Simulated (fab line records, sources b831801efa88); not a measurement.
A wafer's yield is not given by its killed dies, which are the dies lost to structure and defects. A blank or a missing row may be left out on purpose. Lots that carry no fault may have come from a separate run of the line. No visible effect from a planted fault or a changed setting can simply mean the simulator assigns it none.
One fault through the eyes of 2 desks | flow sky130 | each desk holds nothing but its own numbers, with what lay behind them at the end

== FROM THE METROLOGY DESK ==
Means of the sampled wafers that have a number, per lot and without regard to the tool the lot ran on: this is what the gauges read. The brackets show how far a lot's mean lies from the usual mean; more than 4 standard deviations puts the lot out of limits, marked OUT.
Columns: A = cd nm at SKY_SONOS_ONO_CD_MEAS_13, usual 410.1 nm; B = LDD_N_OVL at SKY_LDD_N_OVL_MEAS_07, usual 0.5 nm; C = LDD_LDN_TW at SKY_LDD_LDN_TW_MEAS_13, usual 1476; D = SD_P_OVL at SKY_SD_P_OVL_MEAS_08, usual -0.3 nm
lot  | first seen here | A     | B    | C              | D
L223 | day 13 07:47    | 410.2 | 0.3  | 1480           | 0.3
L224 | day 13 10:24    | 408.7 | 0.0  | 1468           | 0.7
L225 | day 14 01:44    | 408.9 | 1.4  | 1577 (+14) OUT | 1.2
L226 | day 14 09:12    | 408.7 | 0.3  | 1567 (+12) OUT | -1.4
L234 | day 17 02:29    | 410.1 | 0.9  | 1479           | 0.6
L235 | day 17 05:52    | 410.8 | -1.2 | 1475           | 2.1
L236 | day 17 17:07    | 410.1 | -0.3 | 1478           | 1.3
L237 | day 18 09:57    | 408.3 | 0.1  | 1470           | -0.9
L238 | day 18 15:29    | 412.7 | 1.2  | 1466           | -0.7
L240 | day 19 05:13    | 414.5 | 0.2  | 1482           | -1.0
L241 | day 19 14:56    | 409.4 | -1.7 | 1481           | 0.4
L242 | day 19 21:20    | 410.0 | -0.2 | 1489           | 1.7
L244 | day 21 03:35    | 411.9 | 0.0  | 1471           | -1.0
This desk's result: L225, L226 out of limits, first on L225 (LDD_LDN_TW at SKY_LDD_LDN_TW_MEAS_13), day 24 16:46. Within limits: L223, L224, L234, L235, L236, L237, L238, L240, L241, L242, L244.

== TOOL OWNER'S DESK, implanter-02 ==
For each lot that ran on this tool, the mean over its sampled wafers that have a number, from the tool's own readings at SKY_LDD_LDN_IMPLANT_09. The brackets show how far a lot's mean lies from the usual mean; more than 4 standard deviations puts the lot out of limits, marked OUT.
Columns: A = dose ions cm2 at SKY_LDD_LDN_IMPLANT_09, usual 1.2499e+13; B = faraday current uA at SKY_LDD_LDN_IMPLANT_09, usual 70.5
lot  | first seen here | A                            | B
L224 | day 23 17:54    | 1.2494e+13                   | 70.7
L225 | day 24 16:13    | 2.4485e+13 (+99 or more) OUT | 137.0 (+47) OUT
L226 | day 24 22:32    | 2.4477e+13 (+99 or more) OUT | 139.8 (+50) OUT
L236 | day 28 05:49    | 1.2507e+13                   | 70.9
L240 | day 29 14:14    | 1.2504e+13                   | 70.8
L244 | day 31 11:40    | 1.2503e+13                   | 71.3
This desk finds L225, L226 out of limits, L225 being first, at day 24 16:13 (dose ions cm2 at SKY_LDD_LDN_IMPLANT_09). Within limits: L224, L236, L240, L244.

== BROUGHT TOGETHER ==
The tool owner's desk could have raised an alarm at day 24 16:13, on L225, L226.
At day 24 16:46 the metrology desk could have sounded an alarm, on L225, L226.
On implanter-02, each named lot ran SKY_LDD_LDN_IMPLANT_09.

== WHAT THE SIMULATOR HAD PUT IN ==
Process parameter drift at SKY_LDD_LDN_IMPLANT_09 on implanter-02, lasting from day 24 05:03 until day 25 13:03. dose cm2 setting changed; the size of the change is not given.
Struck lots among those shown: L225, L226.
Counting hours from when the fault started, the first reading out of limits came at 11 for the tool owner's desk and at 12 for the metrology desk.
